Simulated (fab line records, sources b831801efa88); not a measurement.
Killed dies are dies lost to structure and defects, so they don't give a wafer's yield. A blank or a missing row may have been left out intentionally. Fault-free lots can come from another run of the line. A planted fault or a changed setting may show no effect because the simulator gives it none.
What tool caused it? :: flow gf180mcu :: 24 lots, 72 wafers sampled, at 6 steps of a route of 602

WHAT THE GAUGES SHOWED, per wafer
GF_SALICIDE_RS_MEAS_04: measurement is done with a four-point probe. Usual: SALICIDE_TIN_RS typically reads 16.30 ohm/sq, with standard deviation 0.28.
lot: L074
measured: day 15 01:17
on: film metro-01
SALICIDE_TIN_RS (ohm/sq): 16.01 15.97 15.93
flag: 

lot: L075
measured: day 15 06:49
on: film metro-01
SALICIDE_TIN_RS (ohm/sq): 16.08 16.24 16.00
flag: 

lot: L076
measured: day 16 00:32
on: film metro-03
SALICIDE_TIN_RS (ohm/sq): 16.93 16.77 16.12
flag: 

lot: L077
measured: day 16 07:25
on: film metro-03
SALICIDE_TIN_RS (ohm/sq): 16.27 15.87 15.99
flag: 

lot: L078
measured: day 16 12:19
on: film metro-03
SALICIDE_TIN_RS (ohm/sq): 16.60 16.28 16.12
flag: 

lot: L079
measured: day 16 21:01
on: film metro-02
SALICIDE_TIN_RS (ohm/sq): 16.11 16.37 16.22
flag: 

lot: L080
measured: day 17 03:57
on: film metro-02
SALICIDE_TIN_RS (ohm/sq): 16.39 16.59 16.52
flag: 

lot: L081
measured: day 17 16:26
on: film metro-03
SALICIDE_TIN_RS (ohm/sq): 16.52 16.08 16.49
flag: 

lot: L082
measured: day 17 22:13
on: film metro-03
SALICIDE_TIN_RS (ohm/sq): 16.41 16.54 16.62
flag: 

lot: L083
measured: day 18 10:08
on: film metro-01
SALICIDE_TIN_RS (ohm/sq): 16.11 16.65 16.12
flag: 

lot: L084
measured: day 18 21:43
on: film metro-02
SALICIDE_TIN_RS (ohm/sq): 16.00 16.02 16.05
flag: 

lot: L085
measured: day 19 07:16
on: film metro-03
SALICIDE_TIN_RS (ohm/sq): 16.27 16.17 16.12
flag: 

lot: L086
measured: day 19 19:15
on: film metro-01
SALICIDE_TIN_RS (ohm/sq): 16.36 16.00 16.09
flag: 

lot: L087
measured: day 20 03:42
on: film metro-01
SALICIDE_TIN_RS (ohm/sq): 16.11 16.08 16.11
flag: 

lot: L088
measured: day 20 15:19
on: film metro-01
SALICIDE_TIN_RS (ohm/sq): 16.69 16.57 16.44
flag: 

lot: L089
measured: day 20 17:02
on: film metro-01
SALICIDE_TIN_RS (ohm/sq): 16.75 16.73 17.10
flag: 

lot: L090
measured: day 21 05:32
on: film metro-02
SALICIDE_TIN_RS (ohm/sq): 16.03 16.18 16.02
flag: 

lot: L091
measured: day 21 15:26
on: film metro-03
SALICIDE_TIN_RS (ohm/sq): 16.36 16.19 16.37
flag: 

lot: L092
measured: day 21 18:57
on: film metro-03
SALICIDE_TIN_RS (ohm/sq): 16.25 16.01 15.95
flag: 

lot: L093
measured: day 21 23:15
on: film metro-03
SALICIDE_TIN_RS (ohm/sq): 16.12 15.93 16.15
flag: 

lot: L094
measured: day 22 08:36
on: film metro-02
SALICIDE_TIN_RS (ohm/sq): 16.46 16.17 16.40
flag: 

lot: L095
measured: day 22 12:46
on: film metro-03
SALICIDE_TIN_RS (ohm/sq): 16.60 16.72 16.53
flag: 

lot: L096
measured: day 22 20:21
on: film metro-01
SALICIDE_TIN_RS (ohm/sq): 16.19 16.46 16.62
flag: 

lot: L097
measured: day 23 08:40
on: film metro-01
SALICIDE_TIN_RS (ohm/sq): 16.59 16.60 16.64
flag: 

GF_V5_OVL_MEAS_15. Usual: V5_OVL typically reads 0 nm, with standard deviation 5.2.
lot: L074
measured: day 27 02:15
on: overlay-01
V5_OVL (nm): -7 -6 -7
flag: 

lot: L075
measured: day 27 07:05
on: overlay-02
V5_OVL (nm): -3 1 0
flag: 

lot: L076
measured: day 28 04:56
on: overlay-01
V5_OVL (nm): 3 0 -1
flag: 

lot: L077
measured: day 28 06:35
on: overlay-02
V5_OVL (nm): -5 -7 -3
flag: 

lot: L078
measured: day 28 09:55
on: overlay-02
V5_OVL (nm): 5 1 3
flag: 

lot: L079
measured: day 28 18:13
on: overlay-02
V5_OVL (nm): -3 1 -5
flag: 

lot: L080
measured: day 28 23:38
on: overlay-01
V5_OVL (nm): 1 -6 -6
flag: 

lot: L081
measured: day 29 09:48
on: overlay-01
V5_OVL (nm): -3 -2 -7
flag: 

lot: L082
measured: day 29 12:36
on: overlay-02
V5_OVL (nm): -3 -4 3
flag: 

lot: L083
measured: day 30 01:31
on: overlay-01
V5_OVL (nm): -1 -3 -5
flag: 

lot: L084
measured: day 30 08:14
on: overlay-01
V5_OVL (nm): 0 -1 2
flag: 

lot: L085
measured: day 30 16:13
on: overlay-02
V5_OVL (nm): -5 8 3
flag: 

lot: L086
measured: day 31 00:37
on: overlay-01
V5_OVL (nm): 5 -3 2
flag: 

lot: L087
measured: day 31 08:20
on: overlay-01
V5_OVL (nm): 5 -3 3
flag: 

lot: L088
measured: day 31 15:13
on: overlay-01
V5_OVL (nm): -1 -1 -4
flag: 

lot: L089
measured: day 31 18:26
on: overlay-02
V5_OVL (nm): -1 -1 -4
flag: 

lot: L090
measured: day 32 02:50
on: overlay-02
V5_OVL (nm): 1 4 6
flag: 

lot: L091
measured: day 32 08:17
on: overlay-01
V5_OVL (nm): 0 2 3
flag: 

lot: L092
measured: day 32 14:10
on: overlay-02
V5_OVL (nm): 10 2 5
flag: 

lot: L093
measured: day 32 14:31
on: overlay-02
V5_OVL (nm): -16 -12 -11
flag: 

lot: L094
measured: day 32 22:28
on: overlay-01
V5_OVL (nm): 5 4 10
flag: 

lot: L095
measured: day 33 02:17
on: overlay-02
V5_OVL (nm): -5 -6 -11
flag: 

lot: L096
measured: day 33 08:37
on: overlay-01
V5_OVL (nm): 3 0 -1
flag: 

lot: L097
measured: day 33 13:59
on: overlay-01
V5_OVL (nm): 2 3 7
flag: 

WHAT TOOL EACH LOT RAN ON (gives the tool, then ch and the chambers of the sampled wafers, and finally the start)
lot: L074
GF_SALICIDE_SPUTTER_02: pvd sputter-01, day 15 01:13
GF_M3_SPUTTER_00: pvd sputter-03, day 20 04:02
GF_M4_METAL_ETCH_16: rie metal-04 ch 0,1, day 23 05:55
GF_MIM_SPUTTER_00: pvd sputter-02, day 24 07:17

lot: L075
GF_SALICIDE_SPUTTER_02: pvd sputter-01, day 15 06:46
GF_M3_SPUTTER_00: pvd sputter-03, day 20 10:49
GF_M4_METAL_ETCH_16: rie metal-01 ch 0,1, day 23 11:43
GF_MIM_SPUTTER_00: pvd sputter-02, day 24 13:27

lot: L076
GF_SALICIDE_SPUTTER_02: pvd sputter-02, day 16 00:28
GF_M3_SPUTTER_00: pvd sputter-02, day 21 05:43
GF_M4_METAL_ETCH_16: rie metal-01 ch 0,1, day 24 13:22
GF_MIM_SPUTTER_00: pvd sputter-02, day 25 13:32

lot: L077
GF_SALICIDE_SPUTTER_02: pvd sputter-01, day 16 07:20
GF_M3_SPUTTER_00: pvd sputter-04, day 21 13:28
GF_M4_METAL_ETCH_16: rie metal-04 ch 0,1, day 24 13:43
GF_MIM_SPUTTER_00: pvd sputter-02, day 25 13:54

lot: L078
GF_SALICIDE_SPUTTER_02: pvd sputter-02, day 16 12:16
GF_M3_SPUTTER_00: pvd sputter-02, day 21 17:55
GF_M4_METAL_ETCH_16: rie metal-04 ch 0,1, day 24 17:58
GF_MIM_SPUTTER_00: pvd sputter-04, day 25 18:11

lot: L079
GF_SALICIDE_SPUTTER_02: pvd sputter-04, day 16 20:58
GF_M3_SPUTTER_00: pvd sputter-02, day 22 04:46
GF_M4_METAL_ETCH_16: rie metal-02 ch 0,1, day 25 03:36
GF_MIM_SPUTTER_00: pvd sputter-02, day 26 03:29

lot: L080
GF_SALICIDE_SPUTTER_02: pvd sputter-04, day 17 03:54
GF_M3_SPUTTER_00: pvd sputter-02, day 22 09:40
GF_M4_METAL_ETCH_16: rie metal-01 ch 0,1, day 25 09:31
GF_MIM_SPUTTER_00: pvd sputter-02, day 26 09:43

lot: L081
GF_SALICIDE_SPUTTER_02: pvd sputter-01, day 17 16:22
GF_M3_SPUTTER_00: pvd sputter-02, day 23 00:13
GF_M4_METAL_ETCH_16: rie metal-02 ch 1, day 25 20:04
GF_MIM_SPUTTER_00: pvd sputter-04, day 26 19:40

lot: L082
GF_SALICIDE_SPUTTER_02: pvd sputter-04, day 17 22:09
GF_M3_SPUTTER_00: pvd sputter-04, day 23 04:35
GF_M4_METAL_ETCH_16: rie metal-02 ch 0,1, day 26 01:40
GF_MIM_SPUTTER_00: pvd sputter-04, day 27 01:49

lot: L083
GF_SALICIDE_SPUTTER_02: pvd sputter-02, day 18 10:05
GF_M3_SPUTTER_00: pvd sputter-02, day 23 17:31
GF_M4_METAL_ETCH_16: rie metal-04 ch 0,1, day 26 14:15
GF_MIM_SPUTTER_00: pvd sputter-02, day 27 14:03

lot: L084
GF_SALICIDE_SPUTTER_02: pvd sputter-04, day 18 21:37
GF_M3_SPUTTER_00: pvd sputter-04, day 24 02:53
GF_M4_METAL_ETCH_16: rie metal-02 ch 0, day 26 21:37
GF_MIM_SPUTTER_00: pvd sputter-04, day 27 20:28

lot: L085
GF_SALICIDE_SPUTTER_02: pvd sputter-04, day 19 07:13
GF_M3_SPUTTER_00: pvd sputter-03, day 24 12:51
GF_M4_METAL_ETCH_16: rie metal-01 ch 0, day 27 07:31
GF_MIM_SPUTTER_00: pvd sputter-02, day 28 06:07

lot: L086
GF_SALICIDE_SPUTTER_02: pvd sputter-02, day 19 19:12
GF_M3_SPUTTER_00: pvd sputter-02, day 24 22:11
GF_M4_METAL_ETCH_16: rie metal-02 ch 0, day 27 15:41
GF_MIM_SPUTTER_00: pvd sputter-02, day 28 14:45

lot: L087
GF_SALICIDE_SPUTTER_02: pvd sputter-04, day 20 03:36
GF_M3_SPUTTER_00: pvd sputter-04, day 25 06:28
GF_M4_METAL_ETCH_16: rie metal-04 ch 0, day 28 00:17
GF_MIM_SPUTTER_00: pvd sputter-02, day 28 22:32

lot: L088
GF_SALICIDE_SPUTTER_02: pvd sputter-04, day 20 15:16
GF_M3_SPUTTER_00: pvd sputter-02, day 25 17:16
GF_M4_METAL_ETCH_16: rie metal-04 ch 0,1, day 28 09:26
GF_MIM_SPUTTER_00: pvd sputter-02, day 29 07:01

lot: L089
GF_SALICIDE_SPUTTER_02: pvd sputter-02, day 20 16:55
GF_M3_SPUTTER_00: pvd sputter-04, day 25 18:50
GF_M4_METAL_ETCH_16: rie metal-01 ch 0,1, day 28 10:57
GF_MIM_SPUTTER_00: pvd sputter-03, day 29 08:46

lot: L090
GF_SALICIDE_SPUTTER_02: pvd sputter-01, day 21 05:29
GF_M3_SPUTTER_00: pvd sputter-02, day 26 06:09
GF_M4_METAL_ETCH_16: rie metal-01 ch 0,1, day 28 22:07
GF_MIM_SPUTTER_00: pvd sputter-03, day 29 20:14

lot: L091
GF_SALICIDE_SPUTTER_02: pvd sputter-01, day 21 15:21
GF_M3_SPUTTER_00: pvd sputter-02, day 26 15:30
GF_M4_METAL_ETCH_16: rie metal-01 ch 0,1, day 29 04:57
GF_MIM_SPUTTER_00: pvd sputter-03, day 30 02:04

lot: L092
GF_SALICIDE_SPUTTER_02: pvd sputter-04, day 21 18:54
GF_M3_SPUTTER_00: pvd sputter-02, day 26 17:27
GF_M4_METAL_ETCH_16: rie metal-01 ch 0,1, day 29 07:41
GF_MIM_SPUTTER_00: pvd sputter-02, day 30 06:09

lot: L093
GF_SALICIDE_SPUTTER_02: pvd sputter-02, day 21 23:12
GF_M3_SPUTTER_00: pvd sputter-02, day 26 19:40
GF_M4_METAL_ETCH_16: rie metal-01 ch 0,1, day 29 10:58
GF_MIM_SPUTTER_00: pvd sputter-02, day 30 09:22

lot: L094
GF_SALICIDE_SPUTTER_02: pvd sputter-04, day 22 08:33
GF_M3_SPUTTER_00: pvd sputter-02, day 27 07:11
GF_M4_METAL_ETCH_16: rie metal-02 ch 0,1, day 29 20:58
GF_MIM_SPUTTER_00: pvd sputter-03, day 30 17:58

lot: L095
GF_SALICIDE_SPUTTER_02: pvd sputter-04, day 22 12:40
GF_M3_SPUTTER_00: pvd sputter-04, day 27 09:19
GF_M4_METAL_ETCH_16: rie metal-01 ch 0,1, day 29 23:13
GF_MIM_SPUTTER_00: pvd sputter-04, day 30 20:16

lot: L096
GF_SALICIDE_SPUTTER_02: pvd sputter-04, day 22 20:16
GF_M3_SPUTTER_00: pvd sputter-02, day 27 16:53
GF_M4_METAL_ETCH_16: rie metal-01 ch 1, day 30 06:46
GF_MIM_SPUTTER_00: pvd sputter-03, day 31 03:38

lot: L097
GF_SALICIDE_SPUTTER_02: pvd sputter-01, day 23 08:36
GF_M3_SPUTTER_00: pvd sputter-04, day 28 02:11
GF_M4_METAL_ETCH_16: rie metal-01 ch 1, day 30 14:58
GF_MIM_SPUTTER_00: pvd sputter-04, day 31 11:02
- GF_SALICIDE_SPUTTER_02: material Co, target thk 10 nm, time 20 s.
- GF_M3_SPUTTER_00: material Ti, target thk 37.5 nm, time 150 s.
- GF_M4_METAL_ETCH_16: etches the open film in Cl2/BCl3, stops on SiO2, target depth 750.8 nm, time 125.1 s.
- GF_MIM_SPUTTER_00: material Ti, target thk 37.5 nm, time 150 s.

AS READ BY THE TOOLS THEMSELVES (means over the sampled wafers that have a number; for cases with no such wafer, the mark the record gives instead)
GF_SALICIDE_SPUTTER_02. Usual: throttle valve pct at 30.0 %, with a standard deviation of 1.1.
lot: L074
tool: pvd sputter-01
throttle valve pct (%): 29.7
flag: 

lot: L075
tool: pvd sputter-01
throttle valve pct (%): 28.6
flag: 

lot: L076
tool: pvd sputter-02
throttle valve pct (%): 30.3
flag: 

lot: L077
tool: pvd sputter-01
throttle valve pct (%): 30.3
flag: 

lot: L078
tool: pvd sputter-02
throttle valve pct (%): 30.5
flag: 

lot: L079
tool: pvd sputter-04
throttle valve pct (%): 30.3
flag: 

lot: L080
tool: pvd sputter-04
throttle valve pct (%): 30.3
flag: 

lot: L081
tool: pvd sputter-01
throttle valve pct (%): 29.3
flag: 

lot: L082
tool: pvd sputter-04
throttle valve pct (%): 29.8
flag: 

lot: L083
tool: pvd sputter-02
throttle valve pct (%): 29.9
flag: 

lot: L084
tool: pvd sputter-04
throttle valve pct (%): 29.9
flag: 

lot: L085
tool: pvd sputter-04
throttle valve pct (%): 29.9
flag: 

lot: L086
tool: pvd sputter-02
throttle valve pct (%): 30.6
flag: 

lot: L087
tool: pvd sputter-04
throttle valve pct (%): 29.7
flag: 

lot: L088
tool: pvd sputter-04
throttle valve pct (%): 30.0
flag: 

lot: L089
tool: pvd sputter-02
throttle valve pct (%): 30.4
flag: 

lot: L090
tool: pvd sputter-01
throttle valve pct (%): 29.6
flag: 

lot: L091
tool: pvd sputter-01
throttle valve pct (%): 29.4
flag: 

lot: L092
tool: pvd sputter-04
throttle valve pct (%): 30.0
flag: 

lot: L093
tool: pvd sputter-02
throttle valve pct (%): 31.0
flag: 

lot: L094
tool: pvd sputter-04
throttle valve pct (%): 30.0
flag: 

lot: L095
tool: pvd sputter-04
throttle valve pct (%): 31.1
flag: 

lot: L096
tool: pvd sputter-04
throttle valve pct (%): 29.8
flag: 

lot: L097
tool: pvd sputter-01
throttle valve pct (%): 28.4
flag: 

GF_M3_SPUTTER_00. Usual: throttle valve pct at 30.5 %, with a standard deviation of 0.94.
lot: L074
tool: pvd sputter-03
throttle valve pct (%): 30.2
flag: 

lot: L075
tool: pvd sputter-03
throttle valve pct (%): 31.3
flag: 

lot: L076
tool: pvd sputter-02
throttle valve pct (%): 31.1
flag: 

lot: L077
tool: pvd sputter-04
throttle valve pct (%): 30.4
flag: 

lot: L078
tool: pvd sputter-02
throttle valve pct (%): 30.5
flag: 

lot: L079
tool: pvd sputter-02
throttle valve pct (%): 30.4
flag: 

lot: L080
tool: pvd sputter-02
throttle valve pct (%): 30.5
flag: 

lot: L081
tool: pvd sputter-02
throttle valve pct (%): 29.9
flag: 

lot: L082
tool: pvd sputter-04
throttle valve pct (%): 29.9
flag: 

lot: L083
tool: pvd sputter-02
throttle valve pct (%): 30.6
flag: 

lot: L084
tool: pvd sputter-04
throttle valve pct (%): 30.3
flag: 

lot: L085
tool: pvd sputter-03
throttle valve pct (%): 31.3
flag: 

lot: L086
tool: pvd sputter-02
throttle valve pct (%): 30.4
flag: 

lot: L087
tool: pvd sputter-04
throttle valve pct (%): 29.2
flag: 

lot: L088
tool: pvd sputter-02
throttle valve pct (%): 30.6
flag: 

lot: L089
tool: pvd sputter-04
throttle valve pct (%): 30.3
flag: 

lot: L090
tool: pvd sputter-02
throttle valve pct (%): 31.1
flag: 

lot: L091
tool: pvd sputter-02
throttle valve pct (%): 31.3
flag: 

lot: L092
tool: pvd sputter-02
throttle valve pct (%): 31.0
flag: 

lot: L093
tool: pvd sputter-02
throttle valve pct (%): 30.5
flag: 

lot: L094
tool: pvd sputter-02
throttle valve pct (%): 31.0
flag: 

lot: L095
tool: pvd sputter-04
throttle valve pct (%): 30.2
flag: 

lot: L096
tool: pvd sputter-02
throttle valve pct (%): 31.0
flag: 

lot: L097
tool: pvd sputter-04
throttle valve pct (%): 29.7
flag: 

GF_M4_METAL_ETCH_16. Usual: drypump motor current A 5.94 A, standard deviation 0.24; oes product au 0.989 a.u., standard deviation 0.0058; throttle valve pct 28.231 %, standard deviation 0.01.
lot: L074
tool: rie metal-04
drypump motor current A (A): 5.65
oes product au (a.u.): 0.991
throttle valve pct (%): 28.226
flag: 

lot: L075
tool: rie metal-01
drypump motor current A (A): 5.92
oes product au (a.u.): 0.987
throttle valve pct (%): 28.230
flag: 

lot: L076
tool: rie metal-01
drypump motor current A (A): 5.92
oes product au (a.u.): 0.988
throttle valve pct (%): 28.238
flag: 

lot: L077
tool: rie metal-04
drypump motor current A (A): 5.86
oes product au (a.u.): 0.990
throttle valve pct (%): 28.233
flag: 

lot: L078
tool: rie metal-04
drypump motor current A (A): 5.88
oes product au (a.u.): 0.986
throttle valve pct (%): 28.239
flag: 

lot: L079
tool: rie metal-02
drypump motor current A (A): 6.13
oes product au (a.u.): 0.996
throttle valve pct (%): 28.225
flag: 

lot: L080
tool: rie metal-01
drypump motor current A (A): 5.89
oes product au (a.u.): 0.982
throttle valve pct (%): 28.244
flag: 

lot: L081
tool: rie metal-02
drypump motor current A (A): 6.53
oes product au (a.u.): 0.986
throttle valve pct (%): 28.228
flag: 

lot: L082
tool: rie metal-02
drypump motor current A (A): 6.16
oes product au (a.u.): 0.998
throttle valve pct (%): 28.225
flag: 

lot: L083
tool: rie metal-04
drypump motor current A (A): 5.84
oes product au (a.u.): 0.992
throttle valve pct (%): 28.234
flag: 

lot: L084
tool: rie metal-02
drypump motor current A (A): 5.96
oes product au (a.u.): 0.990
throttle valve pct (%): 28.229
flag: 

lot: L085
tool: rie metal-01
drypump motor current A (A): 5.94
oes product au (a.u.): 0.988
throttle valve pct (%): 28.245
flag: 

lot: L086
tool: rie metal-02
drypump motor current A (A): 5.96
oes product au (a.u.): 0.988
throttle valve pct (%): 28.232
flag: 

lot: L087
tool: rie metal-04
drypump motor current A (A): 6.06
oes product au (a.u.): 0.986
throttle valve pct (%): 28.233
flag: 

lot: L088
tool: rie metal-04
drypump motor current A (A): 5.88
oes product au (a.u.): 0.985
throttle valve pct (%): 28.231
flag: 

lot: L089
tool: rie metal-01
drypump motor current A (A): 5.90
oes product au (a.u.): 0.995
throttle valve pct (%): 28.234
flag: 

lot: L090
tool: rie metal-01
drypump motor current A (A): 5.93
oes product au (a.u.): 0.985
throttle valve pct (%): 28.241
flag: 

lot: L091
tool: rie metal-01
drypump motor current A (A): 5.91
oes product au (a.u.): 0.985
throttle valve pct (%): 28.232
flag: 

lot: L092
tool: rie metal-01
drypump motor current A (A): 5.93
oes product au (a.u.): 0.982
throttle valve pct (%): 28.235
flag: 

lot: L093
tool: rie metal-01
drypump motor current A (A): 5.91
oes product au (a.u.): 0.992
throttle valve pct (%): 28.222
flag: 

lot: L094
tool: rie metal-02
drypump motor current A (A): 6.14
oes product au (a.u.): 0.989
throttle valve pct (%): 28.232
flag: 

lot: L095
tool: rie metal-01
drypump motor current A (A): 5.92
oes product au (a.u.): 0.986
throttle valve pct (%): 28.231
flag: 

lot: L096
tool: rie metal-01
drypump motor current A (A): 5.86
oes product au (a.u.): 0.992
throttle valve pct (%): 28.232
flag: 

lot: L097
tool: rie metal-01
drypump motor current A (A): 5.87
oes product au (a.u.): 0.993
throttle valve pct (%): 28.231
flag: 

GF_MIM_SPUTTER_00. Usual: throttle valve pct at 30.5 %, with a standard deviation of 0.96.
lot: L074
tool: pvd sputter-02
throttle valve pct (%): 30.6
flag: 

lot: L075
tool: pvd sputter-02
throttle valve pct (%): 31.3
flag: 

lot: L076
tool: pvd sputter-02
throttle valve pct (%): 31.1
flag: 

lot: L077
tool: pvd sputter-02
throttle valve pct (%): 30.5
flag: 

lot: L078
tool: pvd sputter-04
throttle valve pct (%): 30.1
flag: 

lot: L079
tool: pvd sputter-02
throttle valve pct (%): 31.1
flag: 

lot: L080
tool: pvd sputter-02
throttle valve pct (%): 30.4
flag: 

lot: L081
tool: pvd sputter-04
throttle valve pct (%): 30.8
flag: 

lot: L082
tool: pvd sputter-04
throttle valve pct (%): 30.8
flag: 

lot: L083
tool: pvd sputter-02
throttle valve pct (%): 30.9
flag: 

lot: L084
tool: pvd sputter-04
throttle valve pct (%): 30.2
flag: 

lot: L085
tool: pvd sputter-02
throttle valve pct (%): 30.6
flag: 

lot: L086
tool: pvd sputter-02
throttle valve pct (%): 30.7
flag: 

lot: L087
tool: pvd sputter-02
throttle valve pct (%): 31.2
flag: 

lot: L088
tool: pvd sputter-02
throttle valve pct (%): 30.4
flag: 

lot: L089
tool: pvd sputter-03
throttle valve pct (%): 29.6
flag: 

lot: L090
tool: pvd sputter-03
throttle valve pct (%): 30.4
flag: 

lot: L091
tool: pvd sputter-03
throttle valve pct (%): 30.8
flag: 

lot: L092
tool: pvd sputter-02
throttle valve pct (%): 30.6
flag: 

lot: L093
tool: pvd sputter-02
throttle valve pct (%): 31.3
flag: 

lot: L094
tool: pvd sputter-03
throttle valve pct (%): 31.1
flag: 

lot: L095
tool: pvd sputter-04
throttle valve pct (%): 29.7
flag: 

lot: L096
tool: pvd sputter-03
throttle valve pct (%): 30.5
flag: 

lot: L097
tool: pvd sputter-04
throttle valve pct (%): 29.6
flag: 

THE ANSWER, worked out from the rows above alone
Rule: a lot counts as off when the mean over its wafers that have a number is more than 3 standard deviations away from the usual mean. A lot without any number at a reading at which 4 lots or more have one is off too. Where the step has rows for the other lots, those lots are counted as sound. Order of review: gauges by route order, followed by the tools' own readings, for which a lot's mean as printed above is used. At the first step where some lot is off, the reading lying furthest off is the one used; lots without a number count as furthest.
Across all readings shown, no lot is off: no conclusion can be drawn from this.

WHAT THE SIMULATOR HAD INSERTED
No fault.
